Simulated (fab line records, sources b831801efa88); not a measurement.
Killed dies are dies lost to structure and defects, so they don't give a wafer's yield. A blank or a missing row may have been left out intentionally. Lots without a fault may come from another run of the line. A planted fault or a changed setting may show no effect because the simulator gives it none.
A struck lot beside a sound one :: flow gf180mcu :: 13 steps out of a route of 602
Sound: the wafers L552.1, L552.2, L552.5. The struck wafers were L548.1, L548.3, L548.4. Last of all comes the cause.
At each step with rows: each side's tool, then ch and its chambers, then its first start. Under that, the readings that differ: sound wafers :: struck wafers :: difference of the means :: sigmas: that difference in standard deviations of wafers without a fault.
alike: readings whose means differ by less than 2 such deviations, and words and numbers that are the same on both sides. not compared: withheld readings, readings that some wafer has no value for, bounds like >300 that may hide the same value, and numbers for which the record gives no deviation and whose values overlap.
A row with sigmas, a row that says differs or no value, or rows on one side alone: a step with any of these is where the two part. Non-overlapping numbers with no deviation appear without sigmas and do not part them. A reading missing from all wafers of one side parts the sides only when that side holds two or more wafers.

first, 3 steps without rows for these wafers: GF_STI_EXPOSE_09 (exposes mask COMP, target cd 220 nm); GF_STI_PEB_10 (peb time 90 s); GF_STI_DEVELOP_11 (develop time 60 s).
GF_STI_CD_MEAS_12: target cd 220 nm.
  sound on cd-sem-02 at day 5 11:40; struck on cd-sem-01 at day 4 15:52
  alike: cd-nm
GF_STI_ETCH_13: etches the open film in CHF3/O2, stops on Si, target depth 282.31 nm, time 112.9 s.
  sound on rie-diel-04 ch 0,2, day 5 11:47; struck on rie-diel-02 ch 0,2,3, day 4 15:59
  alike: O2_flow_sccm, bias-w, drypump-motor-current-A, oes-product-au, throttle-valve-pct
  not compared: rf-hours-counter-h
GF_STI_ETCH_14: etches Si in HBr/Cl2/O2, target depth 360 nm, time 102.9 s.
  sound on rie-si-02 ch 0,1,2, day 5 11:52; struck on rie-si-01 ch 1,2,3, day 4 16:04
  alike: O2_flow_sccm, bias-w, drypump-motor-current-A, he-backside-leak-sccm, oes-product-au, throttle-valve-pct
  not compared: rf-hours-counter-h
GF_STI_STRIP_15: strips in O2/N2.
  sound on plasma-asher-04 ch 0,1, day 5 11:56; struck on plasma-asher-01 ch 0,1, day 4 16:08
reading: heater-power-w (W)
sound: 305 319 311
struck: 351 352 355
difference: +41
sigmas: +2
  alike: drypump-motor-current-A, oes-product-au, strip-time-to-endpoint-s
  not compared: rf-hours-counter-h
then, 5 steps without rows for these wafers: GF_STI_CLEAN_16 (cleans in dHF, time 25 s); GF_STI_WET_ETCH_17 (etches Si3N4 in H3PO4, target depth 45 nm, time 514 s); GF_STI_CLEAN_18 (cleans in SC1/SC2, time 150 s); GF_STI_CLEAN_19 (cleans in dHF, time 20 s); GF_STI_WET_ETCH_20 (etches SiO2 in dHF, target depth 20 nm, time 400 s).
GF_STI_OXIDATION_21: stabilise 600 s, purge 300 s, target thk 15 nm.
  struck on furnace-01, day 4 16:37; sound on furnace-02 ch 0, day 5 12:25
  no value came back on the struck wafers for any of 5 readings (ox-temp-c (C), ox-temp-c-max and others); on the sound wafers ox-temp-c (C) reads 999.7 1000.2 999.9

WHERE THEY PART
Earliest at GF_STI_STRIP_15; latest, in this record, at GF_STI_OXIDATION_21.

WHY: what the simulator had put in
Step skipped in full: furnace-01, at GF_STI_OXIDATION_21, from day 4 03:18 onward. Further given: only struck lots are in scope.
